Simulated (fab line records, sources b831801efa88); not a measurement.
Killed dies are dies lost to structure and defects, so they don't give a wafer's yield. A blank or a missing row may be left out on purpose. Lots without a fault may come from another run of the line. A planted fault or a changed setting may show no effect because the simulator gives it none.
fab line records | flow sfq_line
record lots=7 wafers=19 last_day=82
route steps=325 shown I7@309 M8@311
lots that met no fault: from a run of the same line without faults
start_h: hours from the record's first day to the start of the lot's first wafer shown | wait_h: hours since the lot's step before | " the same as in the row above | L1.1+2: a row that stands for several wafers | - no value, or no start given | * or withheld: withheld | < > ~ a bound
route shown NAME@n: a module of which the file shows steps, and the number in the route of the first | usual: mean/standard deviation of fault-free wafers | same: alike in all rows | chamber/n: place in a boat | sites: the reading at each site | _std_site: their standard deviation | _edge_site: outer sites' mean less inner sites' | radius_mm: how far each site lies from the wafer's centre | mask NAME#n: copy n | behind: the tool/chamber that last shaped the wafer | hold: why the lot was held/for how many hours/how that ended | device: the transistor (n, p or np) that didn't switch | end of line: the same wafers' tests at the end of the route | a step without rows: its recipe alone | killed: dies lost to structure and defects at the first sort, not the wafer's yield | map: a wafer's dies, x killed, . not, _ none there
set.NAME: the setting as run; set.NAME@STEP: as run at that earlier step | model.NAME: the simulator's own value behind a step, which no gauge read
lots at some steps of the route; a table a step, a row a wafer
services: from which hour (start_h, from the record's first day; less than 0 if before it) a tool's chamber was out of use, for how many hours, and why
## steps
# step SFQ_TRILAYER_I7_VIA_STRIP_STRIP_191
# recipe gas=O2 power_w=200 platen_temp_c=40 overash_fraction=0.65 chemistry=O2 pressure_mtorr=50
# usual drypump_motor_current_A=5.7/0.5 oes_product_au=1.002/0.0078
# columns lot.wafer tool chamber start_h wait_h drypump_motor_current_A oes_product_au rf_hours_counter_h
L983.1 rie_metal-04 1 1783.98 - 5.0 0.991 41
L983.2 " 0 " " 5.3 1.005 119
L983.3 " 0 " " 5.3 1.013 -
L987.1 rie_metal-02 0 1843.98 - 6.4 0.996 117
L987.2 " 1 " " 5.6 0.999 64
L987.3 " 0 " " 6.4 0.988 -
L993.1 rie_metal-04 1 1883.15 - 5.0 1.004 57
L993.3 " 0 " " 5.3 1.026 -
L993.4 " 1 " " 5.0 1.001 -
L994.3 rie_metal-02 0 1885.75 - 6.4 1.007 -
L994.4 " 1 " " 5.6 1.001 -
L996.4 rie_metal-04 0 1894.15 - 5.3 1.014 -
L996.5 " 0 " " 5.3 1.012 -
L996.6 " 1 " " 5.0 1.008 -
L998.4 rie_metal-04 1 1912.16 - 5.0 1.006 -
L998.6 " 1 " " 5.0 1.009 -
L101.1 rie_metal-01 0 1915.68 - 6.1 0.992 135
L101.5 " 1 " " 5.5 0.996 -
L101.6 " 0 " " 6.1 0.999 -
# step SFQ_TRILAYER_I7_VIA_STRIP_SOLV_CLEAN_192
# recipe chemistry=NMP temp_c=70 time_s=600
# step SFQ_TRILAYER_M8_LITHO_LOR_COAT_197
# recipe resist=lift-off spin_rpm=3000
# step SFQ_TRILAYER_M8_LITHO_LOR_BAKE_198
# recipe resist=lift-off temp_c=withheld time_s=withheld
# step SFQ_TRILAYER_M8_LITHO_COAT_193
# recipe resist=KrF spin_rpm=3000 resist_thk_nm=600
# step SFQ_TRILAYER_M8_LITHO_SOFTBAKE_199
# recipe temp_c=withheld time_s=withheld resist=KrF
# step SFQ_TRILAYER_M8_LITHO_EXPOSE_194
# recipe mask_id=M8 na=0.6 source_shape=conventional sigma_outer=0.65 target_cd_nm=2000 dose_mj=14.4
# step SFQ_TRILAYER_M8_LITHO_PEB_196
# recipe peb_temp_c=115 peb_time_s=60 resist=KrF
# step SFQ_TRILAYER_M8_LITHO_DEVELOP_195
# recipe img_clear_s=15 time_s=55 resist=KrF
# step SFQ_M8_OVL_MEAS_948
# usual M8_OVL=0/6.4
# columns lot.wafer tool chamber start_h wait_h M8_OVL[nm]
L983.1 overlay-02 - 1807.64 0.1 6
L983.2 " - " " -6
L983.3 " - " " 7
L987.1 overlay-01 - 1868.84 0.1 -1
L987.2 " - " " 4
L987.3 " - " " -2
L993.1 overlay-02 - 1919.98 0.1 4
L993.3 " - " " 6
L993.4 " - " " 3
L994.3 overlay-02 - 1924.79 0.1 -8
L994.4 " - " " -4
L996.4 overlay-01 - 1935.15 0.1 3
L996.5 " - " " -5
L996.6 " - " " 1
L998.4 overlay-01 - 1953.83 0.1 7
L998.6 " - " " 7
L101.1 overlay-01 - 1961.26 0.1 3
L101.5 " - " " 0
L101.6 " - " " -5
# step SFQ_TRILAYER_M8_DEP_EVAP_197
# recipe material=Ti angular_spread_deg=1 target_thk_nm=20 time_s=100 power_w=2000
# step SFQ_TRILAYER_M8_DEP_EVAP_198
# recipe material=Pt angular_spread_deg=1 target_thk_nm=50 time_s=250 power_w=2000
# step SFQ_TRILAYER_M8_DEP_EVAP_196
# recipe material=Au angular_spread_deg=1 target_thk_nm=180 time_s=900 power_w=2000
# columns lot.wafer tool chamber start_h wait_h model.Au_of_TRILAYER_M8_DEP_EVAP_196.thk_nm
L983.1 pvd_sputter-02 - 1807.90 0.1 180.9
L983.2 " - " " 179.3
L983.3 " - " " 180.8
L987.1 pvd_sputter-02 - 1869.10 0.1 181.2
L987.2 " - " " 179.9
L987.3 " - " " 180.7
L993.1 pvd_sputter-01 - 1920.27 0.1 180.9
L993.3 " - " " 180.8
L993.4 " - " " 180.6
L994.3 pvd_sputter-02 - 1925.05 0.1 243
L994.4 " - " " 178.6
L996.4 pvd_sputter-02 - 1935.40 0.1 176.9
L996.5 " - " " 180
L996.6 " - " " 241.8
L998.4 pvd_sputter-02 - 1954.08 0.1 176.9
L998.6 " - " " 244.1
L101.1 pvd_sputter-01 - 1961.53 0.1 178.7
L101.5+6 " - " " 178.1
# step SFQ_M8_RS_MEAS_949
# recipe thk_meas_gauge=four-point-probe reads=Au_of_TRILAYER_M8_DEP_EVAP_196+Pt_of_TRILAYER_M8_DEP_EVAP_198+Ti_of_TRILAYER_M8_DEP_EVAP_197
# usual M8_AU_RS=0.1538/0.0014
# columns lot.wafer tool chamber start_h wait_h M8_AU_RS[ohm/sq]
L983.1 film_metro-02 - 1808.42 0.3 0.1530
L983.2 " - " " 0.1539
L983.3 " - " " 0.1530
L987.1 film_metro-02 - 1869.62 0.3 0.1527
L987.2 " - " " 0.1533
L987.3 " - " " 0.1530
L993.1 film_metro-04 - 1920.86 0.3 0.1522
L993.3 " - " " 0.1528
L993.4 " - " " 0.1527
L994.3 film_metro-02 - 1925.60 0.3 0.1134
L994.4 " - " " 0.1545
L996.4 film_metro-04 - 1935.97 0.3 0.1561
L996.5 " - " " 0.1535
L996.6 " - " " 0.1137
L998.4 film_metro-01 - 1954.65 0.3 0.1563
L998.6 " - " " 0.1132
L101.1 film_metro-02 - 1962.04 0.3 0.1545
L101.5 " - " " 0.1548
L101.6 " - " " 0.1552
# step SFQ_M8_THK_MEAS_950
# recipe thk_meas_gauge=xrf reads=Au_of_TRILAYER_M8_DEP_EVAP_196
# usual M8_AU_THK=176.6/1.7
# columns lot.wafer tool chamber start_h wait_h M8_AU_THK[nm]
L983.1 film_metro-02 - 1808.54 0.1 177.4
L983.2 " - " " 176.6
L983.3 " - " " 177.8
L987.1 film_metro-02 - 1869.74 0.1 178.0
L987.2 " - " " 177.2
L987.3 " - " " 177.1
L993.1 film_metro-04 - 1920.98 0.1 177.3
L993.3 " - " " 178.4
L993.4 " - " " 177.8
L994.3 film_metro-02 - 1925.70 0.1 237.9
L994.4 " - " " 175.5
L996.4 film_metro-04 - 1936.06 0.1 175.0
L996.5 " - " " 177.0
L996.6 " - " " 238.6
L998.4 film_metro-01 - 1954.74 0.1 173.6
L998.6 " - " " 239.4
L101.1 film_metro-02 - 1962.16 0.1 175.3
L101.5 " - " " 175.3
L101.6 " - " " 174.8
# step SFQ_TRILAYER_M8_LIFTOFF_LIFTOFF_197
# recipe temp_c=80 time_s=600 chemistry=NMP
# step SFQ_M8_BOW_MEAS_951
# recipe mode=bow
# usual M8_BOW=8/11
# columns lot.wafer tool chamber start_h wait_h M8_BOW[um] model.etest.i7.link_ohm model.etest.m8.ohm_sq
L983.1 film_metro-01 - 1808.77 0.0 -9 1.046 0.1529
L983.2 " - " " 7 1.045 0.1542
L983.3 " - " " 5 1.048 0.1529
L987.1 film_metro-02 - 1869.99 0.0 11 1.047 0.1526
L987.2 " - " " -4 1.043 0.1537
L987.3 " - " " 3 1.048 0.153
L993.1 film_metro-01 - 1921.21 0.0 -3 1.059 0.1528
L993.3 " - " " -11 1.046 0.1529
L993.4 " - " " 4 1.061 0.1531
L994.3 film_metro-01 - 1925.96 0.0 12 1.004 0.1138
L994.4 " - " " 3 1.049 0.1548
L996.4 film_metro-02 - 1936.33 0.1 7 1.049 0.1563
L996.5 " - " " 15 1.041 0.1535
L996.6 " - " " 13 1.007 0.1143
L998.4 film_metro-02 - 1955.01 0.1 3 1.051 0.1562
L998.6 " - " " 12 1.01 0.1133
L101.1 film_metro-01 - 1962.40 0.0 -7 1.055 0.1547
L101.5 " - " " 5 1.048 0.1552
L101.6 " - " " 5 1.06 0.1552
## services
# columns tool chamber start_h hours kind
rie_metal-04 0 1790.95 6.4 repair
rie_metal-02 - 1818.40 2.8 pm
rie_metal-01 1 1819.44 3.7 repair
pvd_sputter-02 - 1831.69 1.8 repair
pvd_sputter-02 - 1840.90 2.2 repair
rie_metal-02 - 1854.29 0.2 repair
pvd_sputter-02 - 1859.72 1.4 repair
rie_metal-01 1 1864.68 1.9 repair
rie_metal-04 0 1885.17 5.0 repair
rie_metal-04 - 1887.18 0.3 repair
pvd_sputter-02 - 1901.57 7.8 repair
rie_metal-04 - 1919.82 0.4 repair
rie_metal-04 0 1924.29 - clean
rie_metal-04 0 1924.29 - consumable_replace:esc
rie_metal-04 0 1924.29 - consumable_replace:focus_ring
rie_metal-04 0 1924.29 36.5 scheduled_down
rie_metal-04 0 1924.29 36.5 vent_cycle
pvd_sputter-02 - 1947.38 5.6 repair
rie_metal-02 - 1953.07 0.5 repair
pvd_sputter-02 1 1959.50 - consumable_replace:kit
## key
first_sign step=SFQ_M8_RS_MEAS_949 reading=M8_AU_RS direction=down sigmas=29 usual=0.1538 struck=0.1134
effect step=SFQ_M8_THK_MEAS_950 reading=M8_AU_THK direction=up sigmas=36 usual=176.6 struck=238.6
model_effect step=SFQ_TRILAYER_M8_DEP_EVAP_196 value=Au_of_TRILAYER_M8_DEP_EVAP_196.thk_nm without=178.4 struck=243
model_effect step=SFQ_M8_BOW_MEAS_951 value=etest.i7.link_ohm without=1.05 struck=1.007
met_at SFQ_TRILAYER_M8_DEP_EVAP_196
struck_wafers L994.3,L996.6,L998.6
onset_between 1869.10 1925.05
fault kind=process_parameter_drift tool=pvd_sputter-02 chamber=- onset_h=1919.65 steps=SFQ_TRILAYER_M8_DEP_EVAP_196 channel=time_s offset=* shape=step end_h=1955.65 scope=struck_wafers_only acts_in=* stated=*
